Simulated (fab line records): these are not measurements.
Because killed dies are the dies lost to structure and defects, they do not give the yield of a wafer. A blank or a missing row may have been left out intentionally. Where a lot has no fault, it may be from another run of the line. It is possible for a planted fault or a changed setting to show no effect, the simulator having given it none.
A struck lot beside a sound one || flow sky130 || 16 steps out of a route of 708
Sound: these wafers, L856.1, L856.2, L856.3. Wafers struck: L853.3, L853.4, L853.6. The cause is named last.
Order at every step that has rows: each side's tool, ch and its chambers, its first start. Under that, the readings that differ: sound wafers || struck wafers || difference of the means || sigmas: that difference in standard deviations of wafers without a fault.
alike: readings with means less than 2 such deviations apart, plus words and numbers identical on both sides. not compared: withheld readings, readings lacking a value on some wafer, bounds such as >300 that could conceal the same value, and numbers that have no deviation in the record and whose values overlap.
A row with sigmas, a row that says differs or no value, or rows on one side alone: a step with any of these is where the two part. Non-overlapping numbers with no deviation appear without sigmas and do not part them. A reading missing from all wafers of one side parts the sides only when that side holds two or more wafers.

first, 8 steps without rows for these wafers: SKY_METAL2_DEHYDRATE_07 (time 60 s); SKY_METAL2_HMDS_08 (prime time 60 s); SKY_METAL2_COAT_09 (resist thk 60 nm); SKY_METAL2_COAT_10 (resist thk 450 nm); SKY_METAL2_SOFTBAKE_11 (time 90 s); SKY_METAL2_EXPOSE_12 (exposes mask MM2, target cd 140 nm); SKY_METAL2_PEB_13; SKY_METAL2_DEVELOP_14 (develop time 60 s).
SKY_METAL2_CD_MEAS_15: the cd target is 140 nm.
  sound on cd-sem-02 at day 41 21:23; struck on cd-sem-02 at day 41 14:20
  alike: cd-nm
SKY_METAL2_OVL_MEAS_16:
  sound on overlay-02 at day 41 21:31; struck on overlay-02 at day 41 14:25
  alike: METAL2_OVL
SKY_METAL2_DESCUM_17: chemistry O2, time 8 s.
  sound on rie-metal-01 ch 0,1, day 41 21:32; struck on rie-metal-01 ch 0,1, day 41 14:28
  alike: drypump-motor-current-A, oes-product-au
  not compared: rf-hours-counter-h
SKY_METAL2_ETCH_18: etches BARC in N2/H2, stops on SiO2, time 45.9 s, target depth 60 nm.
  sound on rie-metal-01 ch 0,1, day 41 21:34; struck on rie-metal-01 ch 0,1, day 41 14:31
  alike: bias-w, chamber-pressure-mTorr, drypump-motor-current-A, oes-product-au, throttle-valve-pct
  not compared: rf-hours-counter-h
SKY_METAL2_METAL_ETCH_19: etches the open film in Cl2/BCl3, stops on SiO2, target depth 360 nm, time 78 s.
  sound on rie-metal-01 ch 0,1, day 41 21:38; struck on rie-metal-01 ch 0,1, day 41 14:37
  no value came back on the struck wafers for any of 5 readings (bcl3-flow-sccm (sccm), bias-w (W) and others); on the sound wafers bcl3-flow-sccm (sccm) reads 29.99 30.13 29.96
{"reading": "model.KrF-thick_of_METAL2_COAT_10.thk-nm (nm)", "sound": "164.6 164.2 164.4", "struck": "392.8 393.3 392.4", "difference": "+228.4", "sigmas": ""}
{"reading": "model.SiO2_of_VIA1_HDPCVD_00.thk-nm (nm)", "sound": "331.5 331.8 329.9", "struck": "340.9 341.6 340.6", "difference": "+10.0", "sigmas": ""}
  not compared: rf-hours-counter-h
SKY_METAL2_STRIP_20: strips in O2/N2.
  sound on plasma-asher-01 ch 0,1, day 41 21:44; struck on plasma-asher-04 ch 0,1, day 41 14:43
{"reading": "oes-product-au (a.u.)", "sound": "0.336 0.336 0.351", "struck": "0.450 0.443 0.446", "difference": "+0.105", "sigmas": "+19"}
{"reading": "strip-time-to-endpoint-s (s)", "sound": "2.78 2.75 2.77", "struck": "5.20 5.22 5.20", "difference": "+2.44", "sigmas": "+53"}
  alike: drypump-motor-current-A, o2-flow-sccm
  not compared: rf-hours-counter-h
then, 1 step without rows for these wafers: SKY_METAL2_STRIP_21 (strips in post etch residue remover, time 1200 s).
-- the record jumps here: 9 days lie between the struck wafers' starts before and after (it left off in module METAL2 and takes up again in module PAD_OPEN, whose first step shown is number 708 of the route) --
SKY_PAD_OPEN_PROBE_99:
  only the struck wafers here have rows in the record (prober-02, day 50 13:52); the sound ones have none

== WHERE THEY PART ==
At SKY_METAL2_METAL_ETCH_19 first; at SKY_PAD_OPEN_PROBE_99 last (within this record only).

WHY: what had been put in by the simulator
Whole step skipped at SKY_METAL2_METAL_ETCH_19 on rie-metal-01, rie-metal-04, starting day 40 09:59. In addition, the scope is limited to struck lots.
